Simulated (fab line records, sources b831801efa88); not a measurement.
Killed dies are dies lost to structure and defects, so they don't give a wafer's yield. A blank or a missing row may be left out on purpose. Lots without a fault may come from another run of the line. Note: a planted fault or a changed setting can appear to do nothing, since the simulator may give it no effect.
Which of the tools did it? :: flow sky130 :: 32 wafers sampled from 11 lots at 1 step of a route of 708

WHAT THE GAUGES SHOWED, per wafer
SKY_METAL3_CD_MEAS_13: the cd target is 300 nm.
lot: L103
measured: day 38 15:41
on: cd-sem-02
cd-nm (nm): 300.9 301.4 300.1

lot: L104
measured: day 39 07:19
on: cd-sem-01
cd-nm (nm): 300.1 299.7 300.3

lot: L105
measured: day 39 10:50
on: cd-sem-01
cd-nm (nm): 300.5 300.7 299.9

lot: L108
measured: day 40 13:09
on: cd-sem-02
cd-nm (nm): 301.2 301.3 300.1

lot: L110
measured: day 40 23:47
on: cd-sem-01
cd-nm (nm): 301.5 301.1 299.8

lot: L111
measured: day 41 07:00
on: cd-sem-02
cd-nm (nm): 299.9 300.2 300.8

lot: L117
measured: day 43 00:50
on: cd-sem-02
cd-nm (nm): 300.7 301.0 299.9

lot: L120
measured: day 44 00:39
on: cd-sem-01
cd-nm (nm): 302.1 302.4

lot: L122
measured: day 44 10:17
on: cd-sem-01
cd-nm (nm): 302.1 302.5 300.5

lot: L123
measured: day 44 17:16
on: cd-sem-01
cd-nm (nm): 300.3 298.9 300.0

lot: L125
measured: day 45 08:26
on: cd-sem-01
cd-nm (nm): 301.8 299.9 300.5

WHICH TOOL RAN EACH LOT (tool, then ch and the chambers of the sampled wafers, then the start)
No process step before these readings appears in the record.

THE ANSWER, worked out from the rows above alone
Rule: the lots themselves supply what counts as usual. The widest of any qualifying gaps counts: lots, ordered by their means at a reading, are off when they make up no more than a third of the lots, leave a main group of 4 or more, and stand apart from it by 3 or more times the standard deviation of that group's means. The tables above print the reading to a certain number of digits; a main group whose means all agree to those digits is not used. Also off: a lot with no number at a reading for which 4 or more lots have one. All remaining lots with rows at the step are treated as sound.
No lot is off on any of the readings shown, so nothing can be concluded from this.

WHAT THE SIMULATOR HAD INSERTED
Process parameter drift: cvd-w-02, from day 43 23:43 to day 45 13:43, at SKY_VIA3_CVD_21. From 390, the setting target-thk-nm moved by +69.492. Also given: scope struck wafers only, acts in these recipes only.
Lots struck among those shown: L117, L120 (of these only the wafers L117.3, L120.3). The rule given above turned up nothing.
